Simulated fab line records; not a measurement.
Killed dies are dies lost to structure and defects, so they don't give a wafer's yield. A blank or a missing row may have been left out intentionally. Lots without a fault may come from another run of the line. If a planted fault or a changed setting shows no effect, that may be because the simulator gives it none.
fab line records	flow sky130
record lots=6	wafers=18	last_day=50
route steps=708 shown METAL3@572 VIA3@573 PAD_OPEN@708
lots that met no fault: from a run of the same line without faults
start_h: the number of hours between the record's first day and the start of the first shown wafer of the lot	wait_h: time in hours since the lot's previous step	" identical to the entry in the row above	L1.1+2: several wafers, shown together as one row	- no value, or no start given	* or withheld: withheld	< > ~ a bound
route shown NAME@n: NAME is a module with steps in the file, n the number in the route of the first one	usual: mean/standard deviation of fault-free wafers	same: alike in all rows	chamber/n: place in a boat	sites: per-site readings	_std_site: their standard deviation	_edge_site: mean of outer sites minus mean of inner sites	radius_mm: how far each site lies from the wafer's centre	mask NAME#n: copy n	behind: tool/chamber where the wafer was last shaped	hold: the reason the lot was held/the length of the hold in hours/how it ended	device: transistor that didn't switch, given as n, p or np	end of line: the route-end tests of the same wafers	a step given without rows: its recipe and nothing more	killed: at the first sort, the dies lost to defects and structure; wafer yield is something else	map: a wafer's dies, x killed, . not, _ none there
set.NAME: the setting the step ran with; set.NAME@STEP: the setting that earlier step ran with	model.NAME: the simulator's own value behind a step, which no gauge read
a table for each step, a row for each wafer; lots at some steps of the route
services: a tool's chamber out of use, with start hour (start_h, from the record's first day; less than 0 if before it), hours out, and reason
## steps
# step SKY_METAL3_CLEAN_22
# recipe chemistry=O3/DIW	dry=n2_spin
# step SKY_VIA3_HDPCVD_00
# recipe material=SiO2	target_thk_nm=1635	sigma_open_frac=0.3	time_s=272.5	temp_c=400	sih4_flow_sccm=60	pressure_mtorr=6
# step SKY_VIA3_THK_MEAS_01
# recipe reads=SiO2_of_VIA3_HDPCVD_00
# usual VIA3_HDPCVD_THK=1634/17
lot.wafer	tool	chamber	start_h	wait_h	VIA3_HDPCVD_THK[nm]
L676.1	film_metro-01	-	906.71	0.1	1613
L676.4	"	-	"	"	1583
L676.6	"	-	"	"	1626
L686.1	film_metro-02	-	987.66	0.1	1661
L686.3	"	-	"	"	1633
L686.5	"	-	"	"	1678
L691.2	film_metro-03	-	1014.04	0.1	1626
L691.3	"	-	"	"	1650
L691.4	"	-	"	"	1647
L690.1	film_metro-02	-	1015.16	0.1	1640
L690.3	"	-	"	"	1621
L690.5	"	-	"	"	1644
L692.1	film_metro-01	-	1026.01	0.1	1616
L692.3	"	-	"	"	1630
L692.4	"	-	"	"	1623
L698.2	film_metro-01	-	1052.96	0.1	1637
L698.3	"	-	"	"	1661
L698.6	"	-	"	"	1645
# step SKY_VIA3_CMP_02
# recipe material=SiO2	down_force_psi=4	platen_rpm=60	pad_velocity_m_s=0.94248
# usual motor_current_A=12.1/0.79
lot.wafer	tool	chamber	start_h	wait_h	motor_current_A
L676.4	cmp-01	1	906.82	0.1	12.7
L676.1	"	2	"	"	11.5
L676.6	"	1	"	"	12.4
L686.1	cmp-02	3	987.90	0.2	12.0
L686.3	"	1	"	"	13.2
L686.5	"	3	"	"	12.8
L691.3	cmp-02	2	1014.09	0.0	12.6
L691.4	"	0	"	"	11.2
L691.2	"	1	"	"	12.2
L690.3	cmp-01	3	1015.22	0.0	11.9
L690.1	"	0	"	"	14.0
L690.5	"	3	"	"	11.9
L692.3	cmp-02	3	1026.07	0.0	11.7
L692.1	"	0	"	"	11.0
L692.4	"	2	"	"	12.9
L698.3	cmp-01	3	1053.06	0.1	12.3
L698.2	"	1	"	"	12.0
L698.6	"	2	"	"	11.5
# step SKY_VIA3_BOW_MEAS_03
# recipe mode=bow
# usual VIA3_BOW=79/6.3
lot.wafer	tool	chamber	start_h	wait_h	VIA3_BOW[um]
L676.1	film_metro-02	-	907.07	0.1	77
L676.4	"	-	"	"	79
L676.6	"	-	"	"	88
L686.1	film_metro-02	-	988.15	0.2	76
L686.3	"	-	"	"	76
L686.5	"	-	"	"	81
L691.2	film_metro-02	-	1014.41	0.1	75
L691.3	"	-	"	"	90
L691.4	"	-	"	"	82
L690.1	film_metro-02	-	1015.52	0.2	79
L690.3	"	-	"	"	83
L690.5	"	-	"	"	83
L692.1	film_metro-02	-	1026.37	0.2	75
L692.3	"	-	"	"	80
L692.4	"	-	"	"	77
L698.2	film_metro-01	-	1053.33	0.1	88
L698.3	"	-	"	"	79
L698.6	"	-	"	"	65
# step SKY_VIA3_DEHYDRATE_04
# recipe temp_c=200	time_s=60
# step SKY_VIA3_HMDS_05
# recipe prime_time_s=60	prime_temp_c=120
# step SKY_VIA3_COAT_06
# recipe resist=BARC	temp_c=withheld	time_s=withheld	spin_rpm=3000	resist_thk_nm=60
# step SKY_VIA3_COAT_07
# recipe resist=KrF-thick	spin_rpm=3000	resist_thk_nm=450
# step SKY_VIA3_SOFTBAKE_08
# recipe temp_c=100	time_s=90	resist=KrF-thick
# step SKY_VIA3_EXPOSE_09
# recipe mask_id=VIM3	na=0.8	source_shape=annular	sigma_inner=0.55	sigma_outer=0.85	target_cd_nm=200	dose_mj=38
# step SKY_VIA3_PEB_10
# recipe peb_temp_c=withheld	peb_time_s=withheld	resist=KrF-thick
# step SKY_VIA3_DEVELOP_11
# recipe develop_time_s=60	resist=KrF-thick	dev_temp_c=21
# usual chill_plate_temp_C=23.01/0.093	developer_temp_C=21.01/0.11	resist_line_temp_C=23.01/0.097
lot.wafer	tool	chamber	start_h	wait_h	chill_plate_temp_C	developer_temp_C	resist_line_temp_C
L676.1	litho_track-04	0	931	-	22.94	21.00	23.12
L676.4	"	0	"	"	23.06	21.10	23.07
L676.6	"	0	"	"	23.22	20.87	23.12
L686.1	litho_track-03	0	1010	-	22.89	20.94	22.90
L686.3	"	0	"	"	22.99	20.93	22.96
L686.5	"	0	"	"	23.04	20.80	22.82
L691.2	litho_track-04	0	1037	-	23.13	20.10	23.01
L691.3	"	0	"	"	23.05	20.13	23.12
L691.4	"	0	"	"	23.02	20.24	23.21
L690.1	litho_track-04	0	1038	-	23.04	20.04	23.07
L690.3	"	0	"	"	23.20	20.08	22.92
L690.5	"	0	"	"	23.03	20.26	23.03
L692.1	litho_track-02	0	1048	-	23.28	20.97	23.01
L692.3	"	0	"	"	23.04	21.03	23.09
L692.4	"	0	"	"	22.97	21.02	23.13
L698.2	litho_track-02	0	1074	-	22.92	20.93	22.96
L698.3	"	0	"	"	22.91	20.84	22.99
L698.6	"	0	"	"	23.01	20.88	22.94
# step SKY_VIA3_CD_MEAS_12
# recipe target_cd_nm=200
# usual cd_nm=200.1/1.5
lot.wafer	tool	chamber	start_h	wait_h	cd_nm
L676.1	cd_sem-02	-	931.37	-	200.6
L676.4	"	-	"	"	200.4
L676.6	"	-	"	"	197.7
L686.1	cd_sem-02	-	1011.00	-	199.8
L686.3	"	-	"	"	200.1
L686.5	"	-	"	"	200.6
L691.2	cd_sem-01	-	1037.69	-	198.8
L691.3	"	-	"	"	198.2
L691.4	"	-	"	"	196.8
L690.1	cd_sem-01	-	1038.72	-	199.3
L690.3	"	-	"	"	200.1
L690.5	"	-	"	"	199.5
L692.1	cd_sem-02	-	1048.84	-	200.7
L692.3	"	-	"	"	200.6
L692.4	"	-	"	"	201.0
L698.2	cd_sem-01	-	1074.56	-	200.6
L698.3	"	-	"	"	199.3
L698.6	"	-	"	"	199.7
# step SKY_PAD_OPEN_PROBE_99
# usual defect_limited_yield=82.4/1.8	killed_at_M0_to_M3=44/7	killed_at_M4_up=3.2/2	killed_at_contacts=25/5.3	killed_at_front_end=15/4.3	killed_at_other=0.3/0.54	killed_dies=86/8.7	killed_open=47/6.4	killed_short=39/5.6	sort_bin_3_pad_short=0.9/0.43	sort_bin_5_function=10.4/1.4	sort_bin_6_memory=6.3/1.2	sort_n_pass=406/8.7	sort_yield_pct=82.4/1.8
# same gross_dies=492	killed_at_back_side=0	sort_bin_4_leakage[%]=0	sort_bin_8_speed[%]=0
lot.wafer	tool	chamber	start_h	wait_h	defect_limited_yield[%]	killed_at_M0_to_M3	killed_at_M4_up	killed_at_contacts	killed_at_front_end	killed_at_other	killed_dies	killed_open	killed_short	sort_bin_3_pad_short[%]	sort_bin_5_function[%]	sort_bin_6_memory[%]	sort_n_pass	sort_yield_pct[%]
L676.1	prober-02	-	1075.72	0.1	82.3	42	3	27	15	0	87	45	42	0	10.2	7.5	405	82.3
L676.4	prober-02	-	1075.87	0.2	82.5	43	2	21	20	0	86	47	39	0.4	12.0	5.1	406	82.5
L676.6	prober-02	-	1075.97	0.2	81.1	52	3	23	15	0	93	53	39	0.4	10.4	8.1	399	81.1
L691.2	prober-02	-	1164.37	0.1	83.7	43	3	25	9	0	80	39	41	0.6	8.9	6.7	412	83.7
L691.3	prober-02	-	1164.42	0.2	80.1	61	6	18	13	0	98	51	47	1.0	12.8	6.1	394	80.1
L691.4	prober-02	-	1164.47	0.2	81.5	56	0	21	14	0	91	52	39	0.4	11.2	6.9	401	81.5
L690.1	prober-01	-	1166.25	0.1	83.3	50	2	18	12	0	82	46	36	1.0	9.1	6.5	410	83.3
L690.3	prober-01	-	1166.35	0.2	81.5	35	3	29	24	0	91	44	46	0.2	11.4	6.9	401	81.5
L690.5	prober-01	-	1166.45	0.2	84.8	42	2	19	12	0	75	40	35	1.0	8.7	5.5	417	84.8
L692.1	prober-02	-	1172.45	0.1	85.0	37	3	24	10	0	74	48	26	0.4	10.0	4.7	418	85.0
L692.3	prober-02	-	1172.55	0.2	81.9	34	2	27	24	2	89	52	37	1.0	12.0	5.1	403	81.9
L692.4	prober-02	-	1172.60	0.2	81.1	44	3	21	25	0	93	46	46	1.4	9.6	7.9	399	81.1
L698.2	prober-01	-	1193.59	0.1	81.1	48	4	30	11	0	93	58	35	0.2	12.8	5.9	399	81.1
L698.3	prober-01	-	1193.64	0.2	80.3	48	3	35	11	0	97	58	39	0.6	11.6	7.5	395	80.3
L698.6	prober-01	-	1193.79	0.2	79.9	56	5	19	19	0	99	52	47	1.0	9.6	9.6	393	79.9
# killed by level:class
L676.1 CONTACT:geometric_particle:open=13 VIA1:geometric_particle:open=9 METAL1:geometric_particle:short=9 LI_CONTACT:geometric_particle:open=6 VIA1:geometric_particle:short=6 FIELD_ISO:geometric_particle:short=5 VIA2:geometric_particle:open=5 VIA3:geometric_particle:open=5
L676.4 VIA1:geometric_particle:open=9 VIA3:geometric_particle:open=8 CONTACT:geometric_particle:open=8 FIELD_ISO:geometric_particle:short=6 VIA1:geometric_particle:short=6 FIELD_ISO:geometric_particle:open=5 POLY_GATE:geometric_particle:open=5 CONTACT:geometric_particle:short=5
L676.6 VIA1:geometric_particle:open=15 LI_CONTACT:geometric_particle:open=12 VIA2:geometric_particle:open=9 VIA1:geometric_particle:short=8 FIELD_ISO:geometric_particle:open=6 METAL2:geometric_particle:short=6 METAL1:geometric_particle:short=5 FIELD_ISO:geometric_particle:short=3
L691.2 VIA1:geometric_particle:open=9 VIA2:geometric_particle:open=7 CONTACT:geometric_particle:open=6 LI_CONTACT:geometric_particle:open=5 LI_CONTACT:geometric_particle:short=5 CONTACT:geometric_particle:short=5 VIA1:geometric_particle:short=5 VIA3:geometric_particle:open=5
L691.3 METAL1:geometric_particle:short=14 CONTACT:geometric_particle:open=8 VIA1:geometric_particle:open=8 VIA1:geometric_particle:short=7 VIA2:geometric_particle:open=7 METAL1:geometric_particle:open=6 VIA3:geometric_particle:open=6 METAL4:geometric_particle:short=5
L691.4 VIA1:geometric_particle:open=18 METAL1:geometric_particle:short=8 CONTACT:geometric_particle:open=7 VIA1:geometric_particle:short=7 LI_CONTACT:geometric_particle:open=6 METAL2:geometric_particle:short=6 POLY_GATE:geometric_particle:open=5 METAL1:geometric_particle:open=5
L690.1 VIA1:geometric_particle:open=15 METAL2:geometric_particle:short=8 LI_CONTACT:geometric_particle:open=7 CONTACT:geometric_particle:open=6 POLY_GATE:geometric_particle:open=5 METAL3:geometric_particle:short=5 VIA2:geometric_particle:open=5 METAL1:geometric_particle:short=4
L690.3 CONTACT:geometric_particle:open=9 POLY_GATE:geometric_particle:open=8 METAL1:geometric_particle:short=8 FIELD_ISO:geometric_particle:open=7 LI_CONTACT:geometric_particle:open=6 LOCAL_INTERCONNECT:geometric_particle:short=6 CONTACT:geometric_particle:short=5 VIA1:geometric_particle:open=5
L690.5 VIA1:geometric_particle:open=8 METAL2:geometric_particle:short=7 LI_CONTACT:geometric_particle:open=6 CONTACT:geometric_particle:open=6 METAL3:geometric_particle:short=5 VIA2:geometric_particle:open=5 VIA3:geometric_particle:open=5 FIELD_ISO:geometric_particle:open=3
L692.1 LI_CONTACT:geometric_particle:open=10 CONTACT:geometric_particle:open=9 VIA2:geometric_particle:open=9 VIA3:geometric_particle:open=6 POLY_GATE:geometric_particle:short=4 VIA1:geometric_particle:short=4 VIA1:geometric_particle:open=4 FIELD_ISO:geometric_particle:short=3
L692.3 CONTACT:geometric_particle:open=10 FIELD_ISO:geometric_particle:open=8 VIA3:geometric_particle:open=8 CONTACT:geometric_particle:short=7 VIA2:geometric_particle:open=7 METAL2:geometric_particle:short=6 FIELD_ISO:geometric_particle:short=5 POLY_GATE:geometric_particle:short=5
L692.4 VIA1:geometric_particle:open=9 POLY_GATE:geometric_particle:short=8 METAL2:geometric_particle:short=8 CONTACT:geometric_particle:open=8 FIELD_ISO:geometric_particle:short=7 LI_CONTACT:geometric_particle:open=6 VIA1:geometric_particle:short=6 METAL1:geometric_particle:short=5
L698.2 CONTACT:geometric_particle:open=14 VIA1:geometric_particle:open=12 VIA2:geometric_particle:open=11 LI_CONTACT:geometric_particle:open=8 METAL2:geometric_particle:short=7 VIA3:geometric_particle:open=5 CONTACT:geometric_particle:short=5 METAL4:geometric_particle:short=3
L698.3 CONTACT:geometric_particle:open=16 VIA1:geometric_particle:open=10 LI_CONTACT:geometric_particle:open=8 CONTACT:geometric_particle:short=7 METAL1:geometric_particle:short=7 METAL2:geometric_particle:short=7 VIA2:geometric_particle:open=7 VIA3:geometric_particle:open=6
L698.6 VIA1:geometric_particle:open=11 VIA1:geometric_particle:short=10 VIA2:geometric_particle:open=9 FIELD_ISO:geometric_particle:open=7 LI_CONTACT:geometric_particle:open=7 CONTACT:geometric_particle:open=7 VIA3:geometric_particle:open=6 FIELD_ISO:geometric_particle:short=5
## services
tool	chamber	start_h	hours	kind
cmp-01	-	912.64	4.0	pm
cmp-01	-	916.64	-	consumable_replace:conditioner
cmp-01	-	916.64	-	consumable_replace:pad
cmp-02	-	954.03	0.4	repair
cmp-01	-	960.38	1.1	repair
cmp-01	-	961.47	4.8	pm
cmp-02	-	1016.71	0.7	repair
cmp-02	-	1019.20	2.6	repair
cmp-02	-	1030.24	1.6	repair
## key
first_sign step=SKY_VIA3_DEVELOP_11	reading=developer_temp_C	direction=down	sigmas=7.8	usual=*	struck=*
effect none on later readings
met_at SKY_VIA3_DEVELOP_11
struck_wafers L690.1,L690.3,L690.5,L691.2,L691.3,L691.4
onset_between 931 1037
fault kind=process_parameter_drift	tool=litho_track-04	chamber=-	onset_h=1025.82	steps=SKY_VIA3_DEVELOP_11	channel=dev_temp_c	offset=*	shape=step	end_h=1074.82	acts_in=*	stated=*
